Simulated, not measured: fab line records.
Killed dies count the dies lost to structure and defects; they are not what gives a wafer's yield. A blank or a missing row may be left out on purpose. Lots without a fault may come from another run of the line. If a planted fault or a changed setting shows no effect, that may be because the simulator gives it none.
What tool caused it? | flow gf180mcu | 13 lots with 39 wafers sampled at 5 steps, on a route of 602 steps

== WHAT EACH GAUGE READ, for each wafer ==
GF_HV_LDD_TW_MEAS_11. Usual: HV_LDD_TW gives 2390 (standard deviation 24).
lot  | measured     | on            | HV_LDD_TW      | flag
L102 | day 10 00:46 | film-metro-01 | 2412 2427 2405 |
L104 | day 10 15:34 | film-metro-02 | 2429 2420 2411 |
L106 | day 11 05:28 | film-metro-02 | 2398 2409 2416 |
L109 | day 12 02:41 | film-metro-02 | 2420 2416 2421 |
L110 | day 12 09:41 | film-metro-01 | 2407 2405 2404 |
L111 | day 12 15:34 | film-metro-02 | 2424 2422 2429 |
L113 | day 13 07:43 | film-metro-03 | 2364 2353 2361 |
L117 | day 14 18:19 | film-metro-03 | 2350 2354 2348 |
L119 | day 15 06:16 | film-metro-03 | 2370 2371 2365 |
L120 | day 15 17:20 | film-metro-02 | 2398 2394 2402 |
L121 | day 16 00:52 | film-metro-01 | 2406 2411 2405 |
L122 | day 16 05:01 | film-metro-03 | 2377 2369 2365 |
L123 | day 16 11:37 | film-metro-01 | 2415 2411 2415 |

GF_PSD_CD_MEAS_07: target cd 400 nm. Usual: cd-nm reads 401.1 nm (standard deviation 2).
lot  | measured     | on        | cd-nm (nm)        | flag
L102 | day 14 03:41 | cd-sem-01 | 399.8 400.2 398.7 |
L104 | day 14 23:34 | cd-sem-01 | 402.5 402.1 403.6 |
L106 | day 15 14:41 | cd-sem-02 | 400.6 398.6 400.0 |
L109 | day 16 16:47 | cd-sem-02 | 402.9 403.1 402.1 |
L110 | day 17 01:13 | cd-sem-01 | 402.1 400.2 400.7 |
L111 | day 17 05:55 | cd-sem-01 | 399.9 400.0 400.6 |
L113 | day 18 02:13 | cd-sem-02 | 400.1 399.4 399.0 |
L117 | day 19 17:55 | cd-sem-01 | 401.0 401.1 401.8 |
L119 | day 20 08:04 | cd-sem-01 | 400.6 399.8 399.4 |
L120 | day 20 23:07 | cd-sem-01 | 404.9 404.8 404.3 |
L121 | day 21 02:53 | cd-sem-01 | 399.2 398.7 400.7 |
L122 | day 21 06:29 | cd-sem-01 | 401.5 400.5 400.6 |
L123 | day 21 11:19 | cd-sem-01 | 398.0 402.0 402.7 |

GF_PSD_RS_MEAS_14: uses a four-point probe to measure. Usual: NSD_RS gives 46.15 ohm/sq (standard deviation 0.097).
lot  | measured     | on            | NSD_RS (ohm/sq)   | flag
L102 | day 14 04:17 | film-metro-01 | 46.19 46.26 46.32 |
L104 | day 15 00:10 | film-metro-01 | 46.18 46.21 46.24 |
L106 | day 15 15:17 | film-metro-01 | 46.14 46.09 46.08 |
L109 | day 16 17:23 | film-metro-01 | 46.04 46.12 46.17 |
L110 | day 17 01:49 | film-metro-04 | 40.46 40.36 40.42 | OFF
L111 | day 17 06:31 | film-metro-02 | 40.22 40.10 40.12 | OFF
L113 | day 18 02:49 | film-metro-02 | 40.26 40.21 40.17 | OFF
L117 | day 19 18:31 | film-metro-04 | 45.98 46.16 46.19 |
L119 | day 20 08:40 | film-metro-02 | 46.20 46.00 46.13 |
L120 | day 20 23:45 | film-metro-01 | 46.21 46.15 46.26 |
L121 | day 21 03:29 | film-metro-02 | 46.16 46.04 46.14 |
L122 | day 21 07:05 | film-metro-04 | 46.20 46.22 46.23 |
L123 | day 21 11:55 | film-metro-02 | 46.08 46.13 46.13 |

GF_PSD_RS_MEAS_15: uses a four-point probe to measure. Usual: PSD_RS gives 108.63 ohm/sq (standard deviation 0.3).
lot  | measured     | on            | PSD_RS (ohm/sq)      | flag
L102 | day 14 04:24 | film-metro-01 | 108.67 108.65 108.74 |
L104 | day 15 00:17 | film-metro-01 | 108.66 109.05 108.88 |
L106 | day 15 15:25 | film-metro-01 | 108.30 108.63 108.26 |
L109 | day 16 17:30 | film-metro-01 | 108.33 108.28 108.53 |
L110 | day 17 01:56 | film-metro-04 | 98.53 98.60 98.28    | OFF
L111 | day 17 06:38 | film-metro-02 | 97.63 97.36 97.76    | OFF
L113 | day 18 02:56 | film-metro-02 | 98.31 98.20 98.11    | OFF
L117 | day 19 18:38 | film-metro-04 | 108.48 108.84 108.84 |
L119 | day 20 08:47 | film-metro-02 | 108.46 108.32 108.54 |
L120 | day 20 23:52 | film-metro-01 | 108.78 108.63 108.65 |
L121 | day 21 03:36 | film-metro-02 | 108.80 108.60 108.72 |
L122 | day 21 07:12 | film-metro-04 | 108.58 108.56 108.50 |
L123 | day 21 12:02 | film-metro-02 | 108.74 108.48 108.82 |

== WHICH TOOL RAN EACH LOT (tool, then ch and the chambers of the sampled wafers, then the start) ==
lot  | GF_PSD_RTA_13
L102 | rtp-anneal-02 ch 0, day 14 04:11
L104 | rtp-anneal-01 ch 0, day 15 00:05
L106 | rtp-anneal-01 ch 0, day 15 15:11
L109 | rtp-anneal-01 ch 0, day 16 17:18
L110 | rtp-anneal-02 ch 0, day 17 01:44
L111 | rtp-anneal-02 ch 0, day 17 06:26
L113 | rtp-anneal-02 ch 0, day 18 02:44
L117 | rtp-anneal-01 ch 0, day 19 18:26
L119 | rtp-anneal-01 ch 0, day 20 08:35
L120 | rtp-anneal-02 ch 0, day 20 23:40
L121 | rtp-anneal-02 ch 0, day 21 03:23
L122 | rtp-anneal-02 ch 0, day 21 06:59
L123 | rtp-anneal-02 ch 0, day 21 11:50
- GF_PSD_RTA_13: time 20 s.

== WHAT THE TOOLS THEMSELVES READ (means of the sampled wafers that have a number; where no wafer has one, the mark that the record gives instead) ==
GF_PSD_RTA_13. Usual: anneal-temp-c-max 1030.0, standard deviation 2.2; lamp-power-pct 32.4 %, standard deviation 1; run-length-s 48.87 s, standard deviation 0.28; wafer_temp_C_max 1030, standard deviation 3.1.
lot  | tool          | anneal-temp-c-max | lamp-power-pct (%) | run-length-s (s) | wafer_temp_C_max | flag
L102 | rtp-anneal-02 | 1034.6            | 31.2               | 48.68            | 1033             |
L104 | rtp-anneal-01 | 1028.4            | 33.3               | 49.06            | 1028             |
L106 | rtp-anneal-01 | 1028.7            | 33.3               | 49.33            | 1028             |
L109 | rtp-anneal-01 | 1027.5            | 33.3               | 49.04            | 1027             |
L110 | rtp-anneal-02 | 1032.2            | 31.3               | 85.74            | 1034             | OFF
L111 | rtp-anneal-02 | 1034.6            | 31.2               | 85.86            | 1034             | OFF
L113 | rtp-anneal-02 | 1033.0            | 31.2               | 85.76            | 1034             | OFF
L117 | rtp-anneal-01 | 1028.1            | 33.3               | 49.15            | 1028             |
L119 | rtp-anneal-01 | 1028.7            | 33.3               | 49.00            | 1028             |
L120 | rtp-anneal-02 | 1031.7            | 31.3               | 48.66            | 1033             |
L121 | rtp-anneal-02 | 1032.2            | 31.3               | 48.57            | 1033             |
L122 | rtp-anneal-02 | 1031.6            | 31.2               | 48.78            | 1034             |
L123 | rtp-anneal-02 | 1032.1            | 31.3               | 48.58            | 1033             |

== THE ANSWER, worked out from the rows above alone ==
Rule: take the mean of a lot's wafers that have a number; if it is more than 3 standard deviations from the usual mean, the lot is off. Also off: a lot with no number at a reading for which 4 or more lots have one. All remaining lots with rows at the step are treated as sound. Order of review: gauges by route order, followed by the tools' own readings, for which a lot's mean as printed above is used. At the first step where some lot is off, the reading lying furthest off is the one used; lots without a number count as furthest.
Off: L110, L111, L113, at GF_PSD_RS_MEAS_14 (NSD_RS).
If a tool, at a process step before that reading, ran all the lots that are off and no sound lot after the first of them, it fits. Not tried: the gauges at GF_PSD_RS_MEAS_14; whatever is off there is also off at GF_PSD_RTA_13, on other tools, and gauge error can't account for it. None of those tried fits.

== WHAT THE SIMULATOR PUT IN ==
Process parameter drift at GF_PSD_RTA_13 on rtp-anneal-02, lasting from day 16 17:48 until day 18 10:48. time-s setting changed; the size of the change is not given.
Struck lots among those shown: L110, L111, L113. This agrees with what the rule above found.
